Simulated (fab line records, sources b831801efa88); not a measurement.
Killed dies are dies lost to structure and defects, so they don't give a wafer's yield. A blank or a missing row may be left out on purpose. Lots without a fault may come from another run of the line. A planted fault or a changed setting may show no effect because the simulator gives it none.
fab line records | flow sfq_line
record lots=14 wafers=42 last_day=87
route steps=325 shown M4@159
lots that met no fault: from a run of the same line without faults
start_h: hours from the record's first day to the start of the lot's first wafer shown | wait_h: hours since the lot's step before | " the same as in the row above | L1.1+2: a row that stands for several wafers | - no value, or no start given | * or withheld: withheld | < > ~ a bound
route shown NAME@n: a module of which the file shows steps, and the number in the route of the first | usual: mean/standard deviation of fault-free wafers | same: alike in all rows | chamber/n: place in a boat | sites: the reading at each site | _std_site: their standard deviation | _edge_site: outer sites' mean less inner sites' | radius_mm: how far each site lies from the wafer's centre | mask NAME#n: copy n | behind: the tool/chamber that last shaped the wafer | hold: why the lot was held/for how many hours/how that ended | device: the transistor (n, p or np) that didn't switch | end of line: the same wafers' tests at the end of the route | a step without rows: its recipe alone | killed: dies lost to structure and defects at the first sort, not the wafer's yield | map: a wafer's dies, x killed, . not, _ none there
set.NAME: the setting as run; set.NAME@STEP: as run at that earlier step | model.NAME: the simulator's own value behind a step, which no gauge read
steps of the route over a sample of lots; a table a step, a row a wafer
services: from which hour (start_h, from the record's first day; less than 0 if before it) a tool's chamber was out of use, for how many hours, and why
## steps
# step SFQ_TRILAYER_M4_BARC_OPEN_METAL_ETCH_123
# recipe mask_material=PR chemistry=O2 target_depth_nm=125 target=BARC icp_w=600 bias_w=80 pressure_mtorr=10 time_s=41.7
# usual drypump_motor_current_A=5.67/0.17 oes_product_au=0.685/0.0047 run_length_s=70.0/0.38
# columns lot.wafer tool chamber start_h wait_h drypump_motor_current_A oes_product_au rf_hours_counter_h run_length_s
L195.1 rie_metal-01 1 1146.27 0.0 5.61 0.691 37 70.5
L195.4 " 1 " " 5.62 0.692 - 70.0
L195.5 " 0 " " 5.59 0.684 - 70.8
L196.1 rie_metal-04 0 1161.87 0.0 5.79 0.677 41 69.5
L196.3 " 0 " " 5.80 0.686 - 69.5
L196.5 " 0 " " 5.80 0.684 - 69.8
L197.3 rie_metal-01 1 1165.49 0.0 5.58 0.679 - 70.1
L197.5 " 0 " " 5.58 0.686 - 70.2
L197.6 " 1 " " 5.62 0.687 - 70.0
L198.3 rie_metal-01 0 1167.89 0.0 5.57 0.686 - 70.3
L198.4 " 1 " " 5.61 0.678 - 70.3
L198.6 " 1 " " 5.61 0.681 - 70.2
L202.1 rie_metal-04 0 1265.81 0.0 5.77 0.649 62 75.0
L202.2 " 1 " " 5.92 0.656 51 75.1
L202.6 " 1 " " 5.93 0.688 - 69.4
L203.1 rie_metal-04 1 1268.21 0.0 5.94 0.654 52 75.3
L203.3 " 0 " " 5.80 0.648 - 75.0
L203.5 " 1 " " 5.93 0.681 - 69.5
L208.1 rie_metal-01 1 1281.53 0.0 5.62 0.684 59 70.9
L208.2 " 0 " " 5.60 0.684 116 70.6
L208.3 " 0 " " 5.58 0.682 - 70.6
L209.3 rie_metal-02 1 1283.83 0.0 5.39 0.687 - 69.8
L209.5 " 0 " " 5.73 0.682 - 70.2
L209.6 " 1 " " 5.39 0.686 - 69.8
L212.1 rie_metal-02 0 1295.76 0.0 5.69 0.673 77 69.9
L212.2 " 0 " " 5.67 0.687 - 69.9
L212.4 " 0 " " 5.67 0.685 - 70.2
L213.2 rie_metal-01 1 1352.38 0.0 5.63 0.684 70 70.4
L213.3 " 1 " " 5.63 0.677 - 70.6
L213.6 " 1 " " 5.61 0.689 - 70.2
L214.3 rie_metal-04 1 1383.32 0.0 5.92 0.687 - 69.6
L214.5 " 0 " " 5.78 0.684 - 70.0
L214.6 " 1 " " 5.93 0.691 - 69.5
L215.1 rie_metal-02 1 1392.93 0.0 5.37 0.690 12 69.8
L215.2 " 0 " " 5.72 0.686 93 70.1
L215.5 " 0 " " 5.69 0.687 - 70.2
L216.2 rie_metal-02 1 1405.05 0.0 5.40 0.688 - 70.0
L216.3 " 1 " " 5.39 0.679 - 70.6
L216.6 " 1 " " 5.39 0.683 - 70.0
L217.1 rie_metal-04 1 1408.63 0.0 5.92 0.676 75 70.1
L217.2 " 0 " " 5.81 0.695 86 69.4
L217.4 " 1 " " 5.92 0.684 - 69.9
## services
# columns tool chamber start_h hours kind
rie_metal-01 0 1168.97 6.5 repair
rie_metal-02 - 1235.24 1.6 repair
rie_metal-01 1 1244.02 14.1 repair
rie_metal-04 1 1246.41 6.7 repair
rie_metal-02 - 1249.84 0.1 repair
rie_metal-02 1 1286.07 - clean
rie_metal-02 1 1286.07 - consumable_replace:focus_ring
rie_metal-02 1 1286.07 21.7 scheduled_down
rie_metal-02 1 1286.07 21.7 vent_cycle
rie_metal-01 - 1348.45 2.8 pm
rie_metal-04 - 1391.62 0.8 repair
rie_metal-01 - 1396.64 14.6 pm
rie_metal-02 0 1404.21 4.0 repair
## key
first_sign step=SFQ_TRILAYER_M4_BARC_OPEN_METAL_ETCH_123 reading=run_length_s direction=up sigmas=13 usual=* struck=*
effect step=SFQ_TRILAYER_M4_BARC_OPEN_METAL_ETCH_123 reading=oes_product_au direction=down sigmas=6.9 usual=0.685 struck=0.652
met_at SFQ_TRILAYER_M4_BARC_OPEN_METAL_ETCH_123
struck_lots L202,L203
struck_wafers L202.1,L202.2,L203.1,L203.3
onset_between 1161.87 1265.81
fault kind=process_parameter_drift tool=rie_metal-04 chamber=- onset_h=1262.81 steps=SFQ_TRILAYER_M4_BARC_OPEN_METAL_ETCH_123 channel=time_s offset=* shape=step end_h=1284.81 scope=struck_wafers_only acts_in=* stated=*
